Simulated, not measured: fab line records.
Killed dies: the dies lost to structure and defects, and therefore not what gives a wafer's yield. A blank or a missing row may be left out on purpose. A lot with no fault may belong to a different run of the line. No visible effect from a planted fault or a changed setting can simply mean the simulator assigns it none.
A struck lot beside a sound one | flow sfq_line | 42 out of 325 route steps
Sound: the wafers L831.2, L831.5, L831.6. Struck: wafer L836.3; the same lot's L836.1 was not struck, so it is left out; see the end for the cause.
Each step with rows lists, per side, the tool, then ch with its chambers, then its first start. Under that, the readings that differ: sound wafers | struck wafers | difference of the means | sigmas: that difference in standard deviations of wafers without a fault.
alike: readings whose means differ by less than 2 such deviations, and words and numbers that are the same on both sides. not compared: withheld readings, readings that some wafer has no value for, bounds like >300 that may hide the same value, and numbers for which the record gives no deviation and whose values overlap.
The two part at a step that has a row with sigmas, a row that says differs or no value, or rows on one side only. Numbers that don't overlap but have no deviation are shown without sigmas and don't part them. A reading missing from all wafers of one side parts the sides only when that side holds two or more wafers.

first, 6 steps without rows for these wafers: SFQ_TRILAYER_I0_VIA_LITHO_COAT_036 (resist thk 62 nm); SFQ_TRILAYER_I0_VIA_LITHO_COAT_031 (resist thk 650 nm); SFQ_TRILAYER_I0_VIA_LITHO_SOFTBAKE_035; SFQ_TRILAYER_I0_VIA_LITHO_EXPOSE_032 (exposes mask I0, target cd 500 nm); SFQ_TRILAYER_I0_VIA_LITHO_PEB_034 (peb time 60 s); SFQ_TRILAYER_I0_VIA_LITHO_DEVELOP_033 (time 60 s).
SFQ_I0_OVL_MEAS_908:
  sound on overlay-02, day 18 09:52; struck on overlay-02, day 18 21:52
  reading     | sound       | struck | difference | sigmas
  I0_OVL (nm) | -16 -12 -17 | 4      | +19        | +4
SFQ_TRILAYER_I0_VIA_BARC_OPEN_VIA_ETCH_046: etches BARC in O2, target depth 125 nm, time 41.7 s.
  sound on rie_diel-02 ch 0,2,3, day 18 09:54; struck on rie_diel-02 ch 3, day 18 21:54
  alike: drypump_motor_current_A, oes_product_au, rf_fwd_power_W
  not compared: rf_hours_counter_h
then, 1 step without rows for these wafers: SFQ_TRILAYER_I0_VIA_ETCH_VIA_ETCH_034 (etches SiO2 in CHF3, stops on Nb, target depth 260 nm).
SFQ_TRILAYER_I0_VIA_STRIP_STRIP_035: strips in O2.
  sound on rie_metal-04 ch 0,1, day 18 10:03; struck on rie_metal-03 ch 1, day 18 22:03
  alike: drypump_motor_current_A, he_backside_leak_sccm, oes_product_au
  not compared: rf_hours_counter_h
then, 2 steps without rows for these wafers: SFQ_TRILAYER_I0_VIA_STRIP_SOLV_CLEAN_036 (cleans in NMP, time 600 s); SFQ_TRILAYER_M1_DEP_PRE_CLEAN_038 (time 22.5 s).
SFQ_TRILAYER_M1_DEP_SPUTTER_037: material Nb, target thk 200 nm, time 133.3 s.
  sound on pvd_sputter-04, day 18 10:52; struck on pvd_sputter-06, day 18 22:52
  reading                                             | sound           | struck | difference | sigmas
  model.Nb_of_TRILAYER_M1_DEP_SPUTTER_037.thk_nm (nm) | 200.6 199.6 195 | 284.4  | +86.0      |
  alike: throttle_valve_pct
SFQ_M1_RS_MEAS_909: a four-point-probe measurement.
  sound on film_metro-01, day 18 10:58; struck on film_metro-01, day 18 22:57
  reading           | sound             | struck | difference | sigmas
  M1_NB_RS (ohm/sq) | 0.885 0.892 0.912 | 0.624  | -0.272     | -27
then, 6 steps without rows for these wafers: SFQ_TRILAYER_M1_LITHO_COAT_044 (resist thk 62 nm); SFQ_TRILAYER_M1_LITHO_COAT_039 (resist thk 600 nm); SFQ_TRILAYER_M1_LITHO_SOFTBAKE_043; SFQ_TRILAYER_M1_LITHO_EXPOSE_040 (exposes mask M1, target cd 500 nm); SFQ_TRILAYER_M1_LITHO_PEB_042 (peb time 60 s); SFQ_TRILAYER_M1_LITHO_DEVELOP_041 (time 60 s).
SFQ_M1_OVL_MEAS_911:
  sound on overlay-01, day 18 14:00; struck on overlay-01, day 19 01:48
  alike: M1_OVL
SFQ_TRILAYER_M1_BARC_OPEN_METAL_ETCH_054: etches BARC in O2, target depth 125 nm, time 41.7 s.
  sound on rie_metal-03 ch 0,1, day 18 14:02; struck on rie_metal-02 ch 1, day 19 01:50
  reading                     | sound       | struck | difference | sigmas
  drypump_motor_current_A (A) | 6.3 5.5 6.3 | 5.2    | -0.8       | -2
  alike: he_backside_leak_sccm, oes_product_au, rf_fwd_power_W
  not compared: rf_hours_counter_h
SFQ_TRILAYER_M1_ETCH_METAL_ETCH_042: etches Nb in Cl2/Ar, stops on SiO2, target depth 240 nm, time 120 s.
  sound on rie_metal-03 ch 0,1, day 18 14:05; struck on rie_metal-02 ch 1, day 19 01:54
  reading                     | sound             | struck | difference | sigmas
  drypump_motor_current_A (A) | 6.3 5.6 6.3       | 5.2    | -0.9       | -2
  oes_product_au (a.u.)       | 0.890 0.887 0.885 | 0.994  | +0.107     | +14
  alike: he_backside_leak_sccm, rf_fwd_power_W
  not compared: rf_hours_counter_h
then, 4 steps without rows for these wafers: SFQ_TRILAYER_M1_STRIP_STRIP_043 (strips in O2); SFQ_TRILAYER_M1_STRIP_SOLV_CLEAN_044 (cleans in NMP, time 600 s); SFQ_TRILAYER_I1_DEP_PECVD_045 (deposits SiO2 from SiH4/N2O, time 111.11 s, target thk 500 nm); SFQ_TRILAYER_I1_CMP_CMP_046 (polishes SiO2).
SFQ_I1_BOW_MEAS_912:
  sound on film_metro-02, day 18 18:05; struck on film_metro-04, day 19 08:16
  alike: I1_BOW
then, 7 steps without rows for these wafers: SFQ_TRILAYER_I1_METRO_MEASURE_047; SFQ_TRILAYER_I1_VIA_LITHO_COAT_054 (resist thk 62 nm); SFQ_TRILAYER_I1_VIA_LITHO_COAT_049 (resist thk 650 nm); SFQ_TRILAYER_I1_VIA_LITHO_SOFTBAKE_053; SFQ_TRILAYER_I1_VIA_LITHO_EXPOSE_050 (exposes mask I1, target cd 500 nm); SFQ_TRILAYER_I1_VIA_LITHO_PEB_052 (peb time 60 s); SFQ_TRILAYER_I1_VIA_LITHO_DEVELOP_051 (time 60 s).
-- the record jumps here: 7 days lie between the struck wafers' starts before and after --
SFQ_I1_OVL_MEAS_913:
  sound on overlay-02, day 25 12:55; struck on overlay-02, day 26 03:19
  alike: I1_OVL
then, 1 step without rows for these wafers: SFQ_TRILAYER_I1_VIA_BARC_OPEN_VIA_ETCH_071 (etches BARC in O2, target depth 125 nm, time 41.7 s).
SFQ_TRILAYER_I1_VIA_ETCH_VIA_ETCH_052: etches SiO2 in CHF3, stops on Nb, target depth 260 nm.
  sound on rie_diel-01 ch 2,3, day 25 12:59; struck on rie_diel-04 ch 2, day 26 03:23
  alike: drypump_motor_current_A, oes_product_au, rf_fwd_power_W
SFQ_TRILAYER_I1_VIA_STRIP_STRIP_053: strips in O2.
  sound on rie_metal-01 ch 0,1, day 25 13:07; struck on rie_metal-02 ch 0, day 26 03:31
  alike: drypump_motor_current_A, he_backside_leak_sccm, oes_product_au
  not compared: rf_hours_counter_h
then, 2 steps without rows for these wafers: SFQ_TRILAYER_I1_VIA_STRIP_SOLV_CLEAN_054 (cleans in NMP, time 600 s); SFQ_TRILAYER_M2_DEP_PRE_CLEAN_056 (time 22.5 s).
-- the record jumps here: 54 days lie between the struck wafers' starts before and after --
SFQ_M8_BOW_MEAS_951:
  sound on film_metro-01, day 75 04:15; struck on film_metro-02, day 80 11:06
  reading                       | sound                | struck | difference | sigmas
  M8_BOW (um)                   | 24 35 27             | 4      | -25        | -2
  model.etest.m1.comb_log10_ohm | 12 12 12             | 0      | -12        |
  model.etest.m1.ohm_sq         | 0.8868 0.8917 0.9127 | 0.6257 | -0.2714    |

## WHERE THEY PART
Earliest at SFQ_I0_OVL_MEAS_908; latest, in this record, at SFQ_M8_BOW_MEAS_951.

WHY: whatever the simulator had introduced
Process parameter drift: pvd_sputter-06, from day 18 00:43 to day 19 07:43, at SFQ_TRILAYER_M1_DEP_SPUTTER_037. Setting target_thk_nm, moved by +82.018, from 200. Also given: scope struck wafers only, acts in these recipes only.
